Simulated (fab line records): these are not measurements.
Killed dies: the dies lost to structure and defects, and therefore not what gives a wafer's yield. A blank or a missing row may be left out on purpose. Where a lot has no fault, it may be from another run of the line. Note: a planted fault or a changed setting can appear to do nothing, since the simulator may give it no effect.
The tool behind it: which one? ; flow sky130 ; 11 lots, 33 wafers sampled, at 3 steps of a route of 708

WHAT THE GAUGES SHOWED, per wafer
SKY_VIA2_THK_MEAS_23: measures by xrf.
lot;measured;on;VIA2_W_THK (nm)
L153;day 37 04:49;filmMetro-04;410 406 409
L158;day 38 14:19;filmMetro-02;418 417 416
L160;day 39 21:10;filmMetro-04;416 416 413
L163;day 40 10:10;filmMetro-01;416 405 417
L164;day 41 04:11;filmMetro-02;404 417 422
L165;day 41 04:57;filmMetro-02;421 420 416
L167;day 41 12:51;filmMetro-01;407 419 418
L166;day 41 14:07;filmMetro-01;408 407 413
L169;day 42 00:40;filmMetro-04;406 410 401
L173;day 43 05:16;filmMetro-02;413 412 410
L174;day 43 06:29;filmMetro-02;410 415 410

WHICH TOOL RAN EACH LOT (tool, then ch and the chambers of the sampled wafers, then the start)
lot;SKY_METAL2_STRIP_20;SKY_VIA2_SPUTTER_20
L153;plasmaAsher-04 ch 0,1, day 36 00:10;pvdSputter-04, day 37 04:31
L158;plasmaAsher-02 ch 0,1, day 37 10:20;pvdSputter-04, day 38 13:59
L160;plasmaAsher-02 ch 0,1, day 38 18:04;pvdSputter-02, day 39 20:52
L163;plasmaAsher-02 ch 0,1, day 39 06:31;pvdSputter-04, day 40 09:52
L164;plasmaAsher-02 ch 0,1, day 40 01:10;pvdSputter-02, day 41 03:53
L165;plasmaAsher-04 ch 0,1, day 40 01:13;pvdSputter-02, day 41 04:38
L167;plasmaAsher-04 ch 1, day 40 09:40;pvdSputter-04, day 41 12:32
L166;plasmaAsher-04 ch 0,1, day 40 10:59;pvdSputter-02, day 41 13:47
L169;plasmaAsher-02 ch 0,1, day 40 22:49;pvdSputter-04, day 42 00:22
L173;plasmaAsher-04 ch 0,1, day 42 03:07;pvdSputter-01, day 43 04:57
L174;plasmaAsher-02 ch 0,1, day 42 04:25;pvdSputter-02, day 43 06:11
- SKY_METAL2_STRIP_20: strips in O2/N2.
- SKY_VIA2_SPUTTER_20: material TiN, target thk 20 nm, time 80 s.

THE ANSWER, worked out from the rows above alone
Rule: the lots themselves supply what counts as usual. Put in order of their means at a reading, lots are off if they are a third of the lots or fewer, leave a main group of 4 or more, and stand apart from it by a gap of 3 or more times the standard deviation of the main group's means; of several such gaps the widest counts. A main group whose means are all the same, to the digits that the tables above print for the reading, isn't used. Also off: a lot with no number at a reading for which 4 or more lots have one. The other lots that the step has rows for count as sound.
No lot is off at any reading shown: from this, nothing can be told.

WHAT THE SIMULATOR PUT IN
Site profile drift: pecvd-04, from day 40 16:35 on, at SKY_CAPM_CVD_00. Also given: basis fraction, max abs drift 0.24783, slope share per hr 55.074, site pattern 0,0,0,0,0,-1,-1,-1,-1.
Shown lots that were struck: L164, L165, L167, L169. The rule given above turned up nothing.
